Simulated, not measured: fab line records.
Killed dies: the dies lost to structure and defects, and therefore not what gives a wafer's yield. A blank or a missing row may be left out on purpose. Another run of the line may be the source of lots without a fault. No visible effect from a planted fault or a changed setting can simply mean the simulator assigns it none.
fab line records -- flow gf180mcu -- part 2 of 2: steps 32 to 42 of 42
[record] lots = 5, wafers = 15, last_day = 33
route steps=602 shown SAB@268 SALICIDE@278 CONTACT@287
lots that met no fault: from a run of the same line without faults
start_h: start of the lot's first displayed wafer, in hours after the record's first day -- wait_h: hours elapsed since this lot's preceding step -- " as in the row above -- L1.1+2: one row covering several wafers at once -- - no value, or no start was given -- * or withheld: withheld -- < > ~ a bound
route shown NAME@n: a module of which the file shows steps, and the number in the route of the first -- usual: mean and standard deviation over wafers with no fault -- same: alike in all rows -- chamber/n: place in a boat -- sites: per-site readings -- _std_site: standard deviation of those values -- _edge_site: inner sites' mean taken away from outer sites' mean -- radius_mm: how far each site lies from the wafer's centre -- mask NAME#n: copy n -- behind: the last tool/chamber to shape the wafer -- hold: cause of the lot's hold/its duration in hours/its outcome -- device: the transistor (n, p or np) that didn't switch -- end of line: the same wafers' tests at the end of the route -- a step given without rows: its recipe and nothing more -- killed: dies lost to structure and defects at the first sort, not the wafer's yield -- map: a wafer's dies, marking killed ones x, the rest . and places with no die _
set.NAME: the setting the step ran with; set.NAME@STEP: the setting that earlier step ran with -- model.NAME: the simulator's own value behind a step, which no gauge read
a table for each step, a row for each wafer; lots at some steps of the route
services: a tool's chamber out of use, with start hour (start_h, from the record's first day; less than 0 if before it), hours out, and reason
[[steps]]
[step GF_CONTACT_PEB_12]
[recipe] peb_temp_c = 135, peb_time_s = 90, resist = KrF
lot.wafer,tool,chamber,start_h,wait_h
L077.1+4+6,litho_track-03,0,-,-
L082.1+3+6,litho_track-03,0,-,-
L085.2+4+5,litho_track-01,0,-,-
L090.2+3+6,litho_track-03,0,-,-
L093.2+4+5,litho_track-03,0,-,-
[step GF_CONTACT_DEVELOP_13]
[recipe] develop_time_s = 60, resist = KrF, dev_temp_c = 21
lot.wafer,tool,chamber,start_h,wait_h
L077.1+4+6,litho_track-03,0,383.45,0.2
L082.1+3+6,litho_track-03,0,442.15,0.2
L085.2+4+5,litho_track-01,0,470.87,0.2
L090.2+3+6,litho_track-03,0,505.63,0.2
L093.2+4+5,litho_track-03,0,532.68,0.2
[step GF_CONTACT_CD_MEAS_14]
[recipe] target_cd_nm = 220
[usual] cd_nm = 220.2/1.4
lot.wafer,tool,chamber,start_h,wait_h,cd_nm
L077.1,cd_sem-02,-,383.60,0.1,220.3
L077.4,cd_sem-02,-,383.60,0.1,219.2
L077.6,cd_sem-02,-,383.60,0.1,220.0
L082.1,cd_sem-01,-,442.30,0.1,220.7
L082.3,cd_sem-01,-,442.30,0.1,219.8
L082.6,cd_sem-01,-,442.30,0.1,219.2
L085.2,cd_sem-01,-,471.02,0.1,220.7
L085.4,cd_sem-01,-,471.02,0.1,219.8
L085.5,cd_sem-01,-,471.02,0.1,221.9
L090.2,cd_sem-01,-,505.77,0.1,221.6
L090.3,cd_sem-01,-,505.77,0.1,222.4
L090.6,cd_sem-01,-,505.77,0.1,222.3
L093.2,cd_sem-02,-,532.82,0.1,219.5
L093.4,cd_sem-02,-,532.82,0.1,219.4
L093.5,cd_sem-02,-,532.82,0.1,220.2
[step GF_CONTACT_OVL_MEAS_15]
[usual] CONTACT_OVL = 0/5.4
lot.wafer,tool,chamber,start_h,wait_h,CONTACT_OVL[nm]
L077.1,overlay-01,-,383.72,0.1,2
L077.4,overlay-01,-,383.72,0.1,3
L077.6,overlay-01,-,383.72,0.1,2
L082.1,overlay-01,-,442.42,0.1,-2
L082.3,overlay-01,-,442.42,0.1,-4
L082.6,overlay-01,-,442.42,0.1,-6
L085.2,overlay-01,-,471.12,0.1,-8
L085.4,overlay-01,-,471.12,0.1,-1
L085.5,overlay-01,-,471.12,0.1,4
L090.2,overlay-01,-,505.88,0.1,-5
L090.3,overlay-01,-,505.88,0.1,-7
L090.6,overlay-01,-,505.88,0.1,-3
L093.2,overlay-01,-,532.93,0.1,2
L093.4,overlay-01,-,532.93,0.1,3
L093.5,overlay-01,-,532.93,0.1,2
[step GF_CONTACT_ETCH_16]
[recipe] chemistry = N2/H2, target_depth_a = withheld, overetch_a = withheld, time_s = withheld, target = BARC, ion_energy_ev = 200, source_w = 500, bias_w = 100, pressure_mtorr = 30, n2_flow_sccm = 100, h2_flow_sccm = 200
[usual] drypump_motor_current_A = 5.8/0.43, oes_product_au = 0.854/0.0053, throttle_valve_pct = 13.227/0.0097
lot.wafer,tool,chamber,start_h,wait_h,drypump_motor_current_A,oes_product_au,throttle_valve_pct
L077.1,rie_diel-03,3,383.76,0.0,5.2,0.846,13.218
L077.4,rie_diel-03,0,383.76,0.0,5.8,0.852,13.224
L077.6,rie_diel-03,3,383.76,0.0,5.2,0.859,13.240
L082.1,rie_diel-04,1,442.46,0.0,5.6,0.862,13.234
L082.3,rie_diel-04,0,442.46,0.0,6.0,0.841,13.213
L082.6,rie_diel-04,1,442.46,0.0,5.7,0.855,13.200
L085.2,rie_diel-02,1,471.15,0.0,6.5,0.852,13.219
L085.4,rie_diel-02,3,471.15,0.0,6.0,0.852,13.212
L085.5,rie_diel-02,0,471.15,0.0,5.2,0.855,13.227
L090.2,rie_diel-03,3,505.91,0.0,5.1,0.855,13.233
L090.3,rie_diel-03,1,505.91,0.0,5.4,0.853,13.226
L090.6,rie_diel-03,2,505.91,0.0,5.3,0.852,13.214
L093.2,rie_diel-04,2,532.96,0.0,6.1,0.851,13.241
L093.4,rie_diel-04,3,532.96,0.0,5.8,0.852,13.218
L093.5,rie_diel-04,0,532.96,0.0,6.0,0.844,13.229
[step GF_CONTACT_ETCH_17]
[recipe] chemistry = C4F8/O2/Ar, mask_material = KrF, target = SiO2, stop_on = CoSi2, source_w = 1500, bias_w = 1200, pressure_mtorr = 40, c4f8_flow_sccm = withheld, O2_flow_sccm = 6, Ar_flow_sccm = 300, time_s = withheld, target_depth_a = 8600
[usual] oes_product_au = 0.815/0.0057
lot.wafer,tool,chamber,start_h,wait_h,oes_product_au
L077.1,rie_diel-03,3,-,-,0.825
L077.4,rie_diel-03,0,-,-,0.807
L077.6,rie_diel-03,3,-,-,0.827
L082.1,rie_diel-04,1,-,-,0.821
L082.3,rie_diel-04,0,-,-,0.811
L082.6,rie_diel-04,1,-,-,0.811
L085.2,rie_diel-02,1,-,-,0.819
L085.4,rie_diel-02,3,-,-,0.813
L085.5,rie_diel-02,0,-,-,0.815
L090.2,rie_diel-03,3,-,-,0.816
L090.3,rie_diel-03,1,-,-,0.815
L090.6,rie_diel-03,2,-,-,0.816
L093.2,rie_diel-04,2,-,-,0.826
L093.4,rie_diel-04,3,-,-,0.824
L093.5,rie_diel-04,0,-,-,0.819
[step GF_CONTACT_STRIP_18]
[recipe] chemistry = O2/N2, power_w = 1400, pressure_mtorr = 1500, platen_temp_c = 250, o2_flow_sccm = 3000, n2_flow_sccm = 300, overash_fraction = 0.5
[usual] drypump_motor_current_A = 5.7/0.39, heater_power_w = 336/21, oes_product_au = 0.580/0.0054
lot.wafer,tool,chamber,start_h,wait_h,drypump_motor_current_A,heater_power_w,oes_product_au,rf_hours_counter_h
L077.1,plasma_asher-04,1,383.92,-,6.0,292,0.594,73
L077.4,plasma_asher-04,0,383.92,-,5.0,329,0.569,-
L077.6,plasma_asher-04,0,383.92,-,5.1,335,0.589,-
L082.1,plasma_asher-01,0,442.62,-,5.6,346,0.581,66
L082.3,plasma_asher-01,1,442.62,-,6.1,344,0.583,-
L082.6,plasma_asher-01,0,442.62,-,5.6,340,0.584,-
L085.2,plasma_asher-01,1,471.32,-,6.1,360,0.576,69
L085.4,plasma_asher-01,0,471.32,-,5.6,340,0.579,-
L085.5,plasma_asher-01,1,471.32,-,6.1,345,0.576,-
L090.2,plasma_asher-04,0,506.07,-,5.0,337,0.583,5
L090.3,plasma_asher-04,1,506.07,-,6.0,303,0.587,-
L090.6,plasma_asher-04,0,506.07,-,5.0,331,0.574,-
L093.2,plasma_asher-04,1,533.12,-,6.0,310,0.585,8
L093.4,plasma_asher-04,1,533.12,-,6.0,305,0.583,-
L093.5,plasma_asher-04,1,533.12,-,6.0,299,0.578,-
[step GF_CONTACT_CLEAN_19]
[recipe] chemistry = SPM
lot.wafer,tool,chamber,start_h,wait_h
L077.1+4+6,wet_bench-01,2,384.02,0.1
L082.1+3+6,wet_bench-01,1,442.72,0.1
L085.2+4+5,wet_bench-01,2,471.42,0.1
L090.2+3+6,wet_bench-03,1,506.17,0.1
L093.2+4+5,wet_bench-01,1,533.22,0.1
[step GF_CONTACT_CLEAN_20]
[recipe] chemistry = DIW
lot.wafer,tool,chamber,start_h,wait_h
L077.1+4+6,wet_bench-01,1,384.11,0.0
L082.1+3+6,wet_bench-03,1,442.82,0.0
L085.2+4+5,wet_bench-03,0,471.52,0.0
L090.2+3+6,wet_bench-01,1,506.26,0.0
L093.2+4+5,wet_bench-04,0,533.31,0.0
[step GF_CONTACT_CLEAN_21]
[recipe] chemistry = dHF, time_s = 20, dilution = 100:1, dry = ipa_marangoni
lot.wafer,tool,chamber,start_h,wait_h
L077.1+4+6,wet_bench-01,3,384.21,0.0
L082.1+3+6,wet_bench-04,0,443.00,0.0
L085.2+4+5,wet_bench-01,2,471.61,0.0
L090.2+3+6,wet_bench-04,2,506.35,0.0
L093.2+4+5,wet_bench-03,3,533.42,0.0
[step GF_CONTACT_SPUTTER_22]
[recipe] material = Ti, target_thk_nm = 15, chamber_pressure_pa = 5, power_w = 2500, substrate_temp_c = 200, time_s = 80.02
[usual] throttle_valve_pct = 30.5/1.1
lot.wafer,tool,chamber,start_h,wait_h,throttle_valve_pct
L077.1,pvd_sputter-03,-,384.22,0.0,29.6
L077.4,pvd_sputter-03,-,384.22,0.0,31.2
L077.6,pvd_sputter-03,-,384.22,0.0,31.0
L082.1,pvd_sputter-04,-,443.02,0.0,29.0
L082.3,pvd_sputter-04,-,443.02,0.0,30.3
L082.6,pvd_sputter-04,-,443.02,0.0,28.9
L085.2,pvd_sputter-04,-,471.62,0.0,30.3
L085.4,pvd_sputter-04,-,471.62,0.0,32.2
L085.5,pvd_sputter-04,-,471.62,0.0,32.5
L090.2,pvd_sputter-01,-,506.37,0.0,28.4
L090.3,pvd_sputter-01,-,506.37,0.0,30.0
L090.6,pvd_sputter-01,-,506.37,0.0,30.3
L093.2,pvd_sputter-03,-,533.43,0.0,31.5
L093.4,pvd_sputter-03,-,533.43,0.0,30.7
L093.5,pvd_sputter-03,-,533.43,0.0,31.0
[[services]]
tool,chamber,start_h,hours,kind
hdpcvd-02,1,327.99,21.7,repair
rie_diel-03,0,343.25,3.2,repair
pecvd-01,0,345.58,3.4,repair
iline_stepper-02,-,353.98,6.9,repair
wet_bench-04,-,354.49,2.3,repair
krf_scanner-02,-,363.31,8.1,repair
rie_diel-04,2,363.95,7.2,repair
plasma_asher-02,-,365.73,10.5,repair
wet_bench-04,-,372.99,4.4,pm
pvd_sputter-02,-,376.32,2.0,repair
wet_bench-02,-,379.42,4.1,repair
rie_diel-04,3,379.73,4.2,repair
rtp_anneal-02,-,384.09,4.6,pm
cmp-01,-,404.00,4.0,pm
plasma_asher-04,-,421.25,9.0,pm
cmp-01,-,439.62,2.5,repair
plasma_asher-04,-,440.62,28.1,pm
rie_diel-04,2,448.70,5.8,repair
rie_diel-03,3,464.21,6.0,repair
cmp-01,-,467.24,0.5,repair
rie_diel-03,-,476.80,2.8,pm
cmp-01,-,478.10,7.0,pm
cmp-01,-,487.59,0.4,repair
pvd_sputter-03,-,490.77,2.9,repair
